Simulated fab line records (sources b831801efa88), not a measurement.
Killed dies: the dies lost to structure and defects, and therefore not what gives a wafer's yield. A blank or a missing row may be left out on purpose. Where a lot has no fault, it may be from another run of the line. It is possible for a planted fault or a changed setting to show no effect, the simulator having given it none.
Which tool did it? / flow gf180mcu / 14 lots with 42 wafers sampled at 5 steps, on a route of 602 steps

== WHAT THE GAUGES READ, wafer by wafer ==
GF_VT_IMPLANT_TW_MEAS_10.
lot=L337; measured=day 5 18:13; on=film metro-04; VT_IMPLANT_TW=556 554 554
lot=L338; measured=day 6 00:23; on=film metro-02; VT_IMPLANT_TW=565 565 562
lot=L339; measured=day 6 04:26; on=film metro-04; VT_IMPLANT_TW=558 559 560
lot=L340; measured=day 6 09:46; on=film metro-03; VT_IMPLANT_TW=553 557 558
lot=L341; measured=day 6 15:29; on=film metro-03; VT_IMPLANT_TW=553 554 555
lot=L342; measured=day 6 21:34; on=film metro-04; VT_IMPLANT_TW=558 562 557
lot=L343; measured=day 7 01:56; on=film metro-03; VT_IMPLANT_TW=555 556 552
lot=L344; measured=day 7 12:53; on=film metro-02; VT_IMPLANT_TW=558 557 561
lot=L345; measured=day 7 15:09; on=film metro-04; VT_IMPLANT_TW=560 564 559
lot=L346; measured=day 7 20:04; on=film metro-02; VT_IMPLANT_TW=561 561 561
lot=L347; measured=day 8 06:18; on=film metro-04; VT_IMPLANT_TW=361 363 360
lot=L348; measured=day 8 11:37; on=film metro-03; VT_IMPLANT_TW=361 363 362
lot=L349; measured=day 8 16:41; on=film metro-02; VT_IMPLANT_TW=362 364 363
lot=L350; measured=day 9 00:07; on=film metro-03; VT_IMPLANT_TW=359 358 360

GF_M1_CD_MEAS_14 targets a cd of 230 nm.
lot=L337; measured=day 17 09:23; on=cd sem-01; cd nm (nm)=228.9 229.1 230.1
lot=L338; measured=day 17 14:49; on=cd sem-02; cd nm (nm)=230.0 229.4 228.8
lot=L339; measured=day 17 21:20; on=cd sem-01; cd nm (nm)=232.1 230.7 231.4
lot=L340; measured=day 18 08:17; on=cd sem-02; cd nm (nm)=230.4 230.1 229.5
lot=L341; measured=day 18 13:31; on=cd sem-02; cd nm (nm)=229.8 229.2 229.7
lot=L342; measured=day 19 02:30; on=cd sem-01; cd nm (nm)=229.9 230.2 229.7
lot=L343; measured=day 19 10:24; on=cd sem-01; cd nm (nm)=229.4 228.7 229.7
lot=L344; measured=day 20 01:34; on=cd sem-01; cd nm (nm)=230.8 231.5 231.6
lot=L345; measured=day 20 02:36; on=cd sem-01; cd nm (nm)=229.1 229.4 231.2
lot=L346; measured=day 20 07:08; on=cd sem-01; cd nm (nm)=232.1 232.6 231.3
lot=L347; measured=day 21 00:46; on=cd sem-01; cd nm (nm)=228.2 229.7 229.1
lot=L348; measured=day 21 11:16; on=cd sem-01; cd nm (nm)=231.1 230.9 231.7
lot=L349; measured=day 21 18:20; on=cd sem-02; cd nm (nm)=231.3 231.1 231.2
lot=L350; measured=day 22 02:28; on=cd sem-01; cd nm (nm)=227.4 230.6 228.8

GF_V1_BOW_MEAS_05.
lot=L337; measured=day 17 10:48; on=film metro-01; V1_BOW (um)=102 89 83
lot=L338; measured=day 17 16:14; on=film metro-03; V1_BOW (um)=87 93 79
lot=L339; measured=day 17 22:43; on=film metro-03; V1_BOW (um)=84 84 78
lot=L340; measured=day 18 09:43; on=film metro-03; V1_BOW (um)=79 84 95
lot=L341; measured=day 18 14:52; on=film metro-04; V1_BOW (um)=80 85 88
lot=L342; measured=day 19 03:52; on=film metro-04; V1_BOW (um)=74 92 88
lot=L343; measured=day 19 11:47; on=film metro-03; V1_BOW (um)=92 71 85
lot=L344; measured=day 20 03:03; on=film metro-04; V1_BOW (um)=82 75 86
lot=L345; measured=day 20 03:58; on=film metro-03; V1_BOW (um)=70 84 82
lot=L346; measured=day 20 08:32; on=film metro-01; V1_BOW (um)=88 78 83
lot=L347; measured=day 21 02:11; on=film metro-03; V1_BOW (um)=84 75 91
lot=L348; measured=day 21 12:42; on=film metro-03; V1_BOW (um)=92 84 93
lot=L349; measured=day 21 19:43; on=film metro-03; V1_BOW (um)=88 85 86
lot=L350; measured=day 22 03:58; on=film metro-01; V1_BOW (um)=83 70 78

GF_V1_CD_MEAS_14 targets a cd of 260 nm.
lot=L337; measured=day 18 10:37; on=cd sem-01; cd nm (nm)=259.7 259.8 258.6
lot=L338; measured=day 18 15:29; on=cd sem-01; cd nm (nm)=259.5 257.5 260.2
lot=L339; measured=day 18 22:52; on=cd sem-01; cd nm (nm)=261.9 262.8 261.7
lot=L340; measured=day 19 09:07; on=cd sem-01; cd nm (nm)=259.7 260.7 259.2
lot=L341; measured=day 19 15:54; on=cd sem-01; cd nm (nm)=261.0 261.0 260.1
lot=L342; measured=day 20 04:26; on=cd sem-01; cd nm (nm)=259.9 260.4 260.2
lot=L343; measured=day 20 12:08; on=cd sem-01; cd nm (nm)=261.0 261.1 260.7
lot=L344; measured=day 21 03:23; on=cd sem-01; cd nm (nm)=262.6 260.9 261.8
lot=L345; measured=day 21 04:55; on=cd sem-01; cd nm (nm)=259.3 260.6 259.4
lot=L346; measured=day 21 08:34; on=cd sem-01; cd nm (nm)=259.1 259.5 258.2
lot=L347; measured=day 22 01:32; on=cd sem-02; cd nm (nm)=261.6 262.1 260.6
lot=L348; measured=day 22 11:16; on=cd sem-02; cd nm (nm)=257.8 257.7 256.6
lot=L349; measured=day 22 19:34; on=cd sem-02; cd nm (nm)=257.8 258.9 258.8
lot=L350; measured=day 23 03:16; on=cd sem-02; cd nm (nm)=260.3 258.6 260.2

== WHICH TOOL RAN EACH LOT (tool, then ch and the chambers of the sampled wafers, then the start) ==
lot=L337; GF_VT_IMPLANT_IMPLANT_08=implanter-04 ch 0, day 5 17:58
lot=L338; GF_VT_IMPLANT_IMPLANT_08=implanter-04 ch 0, day 6 00:08
lot=L339; GF_VT_IMPLANT_IMPLANT_08=implanter-01 ch 0, day 6 04:11
lot=L340; GF_VT_IMPLANT_IMPLANT_08=implanter-01 ch 0, day 6 09:31
lot=L341; GF_VT_IMPLANT_IMPLANT_08=implanter-04 ch 0, day 6 15:14
lot=L342; GF_VT_IMPLANT_IMPLANT_08=implanter-02 ch 0, day 6 21:21
lot=L343; GF_VT_IMPLANT_IMPLANT_08=implanter-04 ch 0, day 7 01:43
lot=L344; GF_VT_IMPLANT_IMPLANT_08=implanter-02 ch 0, day 7 12:38
lot=L345; GF_VT_IMPLANT_IMPLANT_08=implanter-01 ch 0, day 7 14:56
lot=L346; GF_VT_IMPLANT_IMPLANT_08=implanter-02 ch 0, day 7 19:50
lot=L347; GF_VT_IMPLANT_IMPLANT_08=implanter-02 ch 0, day 8 06:03
lot=L348; GF_VT_IMPLANT_IMPLANT_08=implanter-02 ch 0, day 8 11:22
lot=L349; GF_VT_IMPLANT_IMPLANT_08=implanter-04 ch 0, day 8 16:26
lot=L350; GF_VT_IMPLANT_IMPLANT_08=implanter-01 ch 0, day 8 23:53
- GF_VT_IMPLANT_IMPLANT_08

== AS READ BY THE TOOLS THEMSELVES (means over the sampled wafers that have a number; for cases with no such wafer, the mark the record gives instead) ==
The record holds no such reading with a usual standard deviation.

== THE ANSWER, worked out from the rows above alone ==
Rule: what is usual is taken from the lots themselves. The widest of any qualifying gaps counts: lots, ordered by their means at a reading, are off when they make up no more than a third of the lots, leave a main group of 4 or more, and stand apart from it by 3 or more times the standard deviation of that group's means. The tables above print the reading to a certain number of digits; a main group whose means all agree to those digits is not used. Also off: a lot with no number at a reading for which 4 or more lots have one. Where the step has rows for the other lots, those lots are counted as sound. First the gauges in route order, then the tools' own readings, where a lot's mean is used as printed above. The first step at which some lot is off is used, and at that step the reading that is off furthest; a lot without a number counts as furthest.
Off: at GF_VT_IMPLANT_TW_MEAS_10 (VT_IMPLANT_TW), L347, L348, L349, L350. The main group: mean 558, standard deviation 3.2.
A tool fits if, at a process step before that reading, it ran every lot that is off, and no sound lot after the first of them. The gauges at GF_VT_IMPLANT_TW_MEAS_10 are tried like those tools. No candidate that was tried fits.

== WHAT HAD BEEN PUT IN BY THE SIMULATOR ==
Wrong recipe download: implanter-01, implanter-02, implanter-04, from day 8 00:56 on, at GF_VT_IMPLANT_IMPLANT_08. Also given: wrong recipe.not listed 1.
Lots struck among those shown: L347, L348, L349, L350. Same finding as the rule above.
